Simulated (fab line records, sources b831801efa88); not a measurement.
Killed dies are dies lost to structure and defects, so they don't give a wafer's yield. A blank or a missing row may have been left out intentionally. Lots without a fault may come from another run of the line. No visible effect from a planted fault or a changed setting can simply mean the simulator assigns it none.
Matching of chambers || flow gf180mcu || cmp-01 running GF_V4_CMP_26: 4 sister chambers
The step polishes, stops on SiO2, t overpolish 15 s, target thk 0 nm. 18 wafers are shown with their chamber, then 9 later ones without.

WAFERS PAIRED WITH THEIR CHAMBERS
{"wafer": "L992.2", "chamber": 0, "time to endpoint s (s)": 81, "motor current A (A)": 11.0, "overpolish run s (s)": 14.991}
{"wafer": "L992.3", "chamber": 1, "time to endpoint s (s)": 83, "motor current A (A)": 11.4, "overpolish run s (s)": 15.005}
{"wafer": "L992.6", "chamber": 3, "time to endpoint s (s)": 82, "motor current A (A)": 11.7, "overpolish run s (s)": 15.006}
{"wafer": "L996.2", "chamber": 2, "time to endpoint s (s)": 92, "motor current A (A)": 11.2, "overpolish run s (s)": 14.984}
{"wafer": "L996.4", "chamber": 0, "time to endpoint s (s)": 84, "motor current A (A)": 10.9, "overpolish run s (s)": 15.008}
{"wafer": "L996.5", "chamber": 3, "time to endpoint s (s)": 85, "motor current A (A)": 11.5, "overpolish run s (s)": 15.003}
{"wafer": "L997.1", "chamber": 2, "time to endpoint s (s)": 91, "motor current A (A)": 11.3, "overpolish run s (s)": 14.994}
{"wafer": "L997.5", "chamber": 0, "time to endpoint s (s)": 87, "motor current A (A)": 11.0, "overpolish run s (s)": 14.998}
{"wafer": "L997.6", "chamber": 1, "time to endpoint s (s)": 81, "motor current A (A)": 12.5, "overpolish run s (s)": 14.993}
{"wafer": "L100.1", "chamber": 3, "time to endpoint s (s)": 86, "motor current A (A)": 12.8, "overpolish run s (s)": 14.982}
{"wafer": "L100.2", "chamber": 1, "time to endpoint s (s)": 84, "motor current A (A)": 11.6, "overpolish run s (s)": 14.996}
{"wafer": "L100.3", "chamber": 2, "time to endpoint s (s)": 91, "motor current A (A)": 11.6, "overpolish run s (s)": 14.991}
{"wafer": "L101.3", "chamber": 2, "time to endpoint s (s)": 89, "motor current A (A)": 11.2, "overpolish run s (s)": 14.996}
{"wafer": "L101.4", "chamber": 3, "time to endpoint s (s)": 88, "motor current A (A)": 11.9, "overpolish run s (s)": 14.988}
{"wafer": "L101.5", "chamber": 2, "time to endpoint s (s)": 94, "motor current A (A)": 11.3, "overpolish run s (s)": 15.003}
{"wafer": "L102.4", "chamber": 2, "time to endpoint s (s)": 91, "motor current A (A)": 11.0, "overpolish run s (s)": 14.989}
{"wafer": "L102.5", "chamber": 0, "time to endpoint s (s)": 89, "motor current A (A)": 10.4, "overpolish run s (s)": 14.994}
{"wafer": "L102.6", "chamber": 1, "time to endpoint s (s)": 85, "motor current A (A)": 11.8, "overpolish run s (s)": 15.000}

SIGNATURES, as means of the wafers listed above
{"reading": "time to endpoint s", "chamber 0": 85.25, "chamber 1": 83.25, "chamber 2": 91.33, "chamber 3": 85.25, "scatter within a chamber": 2.35}
{"reading": "motor current A", "chamber 0": 10.825, "chamber 1": 11.825, "chamber 2": 11.267, "chamber 3": 11.975, "scatter within a chamber": 0.389}
{"reading": "overpolish run s", "chamber 0": 14.99775, "chamber 1": 14.99850, "chamber 2": 14.99283, "chamber 3": 14.99475, "scatter within a chamber": 0.00783}
Rule: distance of a wafer from a chamber = root of the sum over the readings of ((wafer's reading minus chamber's mean) / reading's scatter) squared. If the next closest chamber is less than 2 further off than the closest, the wafer can't be placed; otherwise it belongs to the closest. How the scatter is found: for the shown wafers, subtract from each reading the mean of its chamber, square and add these, divide the total by (wafers less chambers), then take the root.

WAFERS WHOSE CHAMBER IS MISSING
{"wafer": "L103.4", "time to endpoint s (s)": 90, "motor current A (A)": 10.6, "overpolish run s (s)": 15.012}
{"wafer": "L103.5", "time to endpoint s (s)": 90, "motor current A (A)": 11.7, "overpolish run s (s)": 14.993}
{"wafer": "L103.6", "time to endpoint s (s)": 90, "motor current A (A)": 11.5, "overpolish run s (s)": 14.998}
{"wafer": "L111.2", "time to endpoint s (s)": 84, "motor current A (A)": 11.2, "overpolish run s (s)": 15.002}
{"wafer": "L111.4", "time to endpoint s (s)": 83, "motor current A (A)": 10.8, "overpolish run s (s)": 14.999}
{"wafer": "L111.5", "time to endpoint s (s)": 84, "motor current A (A)": 11.6, "overpolish run s (s)": 15.009}
{"wafer": "L112.2", "time to endpoint s (s)": 87, "motor current A (A)": 11.4, "overpolish run s (s)": 14.989}
{"wafer": "L112.3", "time to endpoint s (s)": 83, "motor current A (A)": 12.1, "overpolish run s (s)": 15.000}
{"wafer": "L112.6", "time to endpoint s (s)": 85, "motor current A (A)": 12.3, "overpolish run s (s)": 15.002}

THE CHAMBER EACH PASSED THROUGH
{"wafer": "L103.4", "from the rows above": "can't be placed: 0 or 2 or 1 or 3", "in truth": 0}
{"wafer": "L103.5", "from the rows above": "can't be placed: 2 or 3 or 1 or 0", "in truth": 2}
{"wafer": "L103.6", "from the rows above": "can't be placed: 2 or 3 or 0 or 1", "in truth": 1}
{"wafer": "L111.2", "from the rows above": "can't be placed: 0 or 1 or 3", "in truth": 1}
{"wafer": "L111.4", "from the rows above": "can't be placed: 0 or 1", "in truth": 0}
{"wafer": "L111.5", "from the rows above": "can't be placed: 1 or 3 or 0", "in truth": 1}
{"wafer": "L112.2", "from the rows above": "can't be placed: 3 or 2 or 0 or 1", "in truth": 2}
{"wafer": "L112.3", "from the rows above": "can't be placed: 1 or 3", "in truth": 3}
{"wafer": "L112.6", "from the rows above": "can't be placed: 3 or 1", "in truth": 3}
0 of 9 placed correctly. Can't be placed from these rows: 9 (the true chamber is among the candidates in 9). 0 placed wrongly.
